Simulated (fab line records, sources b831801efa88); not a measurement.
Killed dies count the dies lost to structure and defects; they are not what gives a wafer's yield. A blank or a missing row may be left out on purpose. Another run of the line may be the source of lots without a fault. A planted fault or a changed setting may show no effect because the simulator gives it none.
Which tool is to blame? || flow sky130 || 6 lots, 18 wafers sampled, at 1 step of a route of 708

WHAT THE GAUGES SHOWED, per wafer
SKY_LI_CONTACT_THK_MEAS_23: measures by xrf.
{"lot": "L706", "measured": "day 29 12:10", "on": "film metro-01", "LI_CONTACT_W_THK (nm)": "421 417 412"}
{"lot": "L710", "measured": "day 30 19:11", "on": "film metro-03", "LI_CONTACT_W_THK (nm)": "416 418 414"}
{"lot": "L715", "measured": "day 33 03:06", "on": "film metro-01", "LI_CONTACT_W_THK (nm)": "410 414 412"}
{"lot": "L722", "measured": "day 35 07:30", "on": "film metro-02", "LI_CONTACT_W_THK (nm)": "416 422 424"}
{"lot": "L724", "measured": "day 35 14:14", "on": "film metro-03", "LI_CONTACT_W_THK (nm)": "427 422 424"}
{"lot": "L728", "measured": "day 36 20:39", "on": "film metro-03", "LI_CONTACT_W_THK (nm)": "415 419 410"}

TOOL THAT RAN EACH LOT (tool first, then ch and the chambers of the sampled wafers, then the start)
There is no process step in the record ahead of these readings.

THE ANSWER, worked out from the rows above alone
Rule: the lots themselves supply what counts as usual. The widest of any qualifying gaps counts: lots, ordered by their means at a reading, are off when they make up no more than a third of the lots, leave a main group of 4 or more, and stand apart from it by 3 or more times the standard deviation of that group's means. A main group whose means are all the same, to the digits that the tables above print for the reading, isn't used. Also off: a lot with no number at a reading for which 4 or more lots have one. The other lots that the step has rows for count as sound.
No lot is off at any reading shown: from this, nothing can be told.

WHAT THE SIMULATOR HAD PUT IN
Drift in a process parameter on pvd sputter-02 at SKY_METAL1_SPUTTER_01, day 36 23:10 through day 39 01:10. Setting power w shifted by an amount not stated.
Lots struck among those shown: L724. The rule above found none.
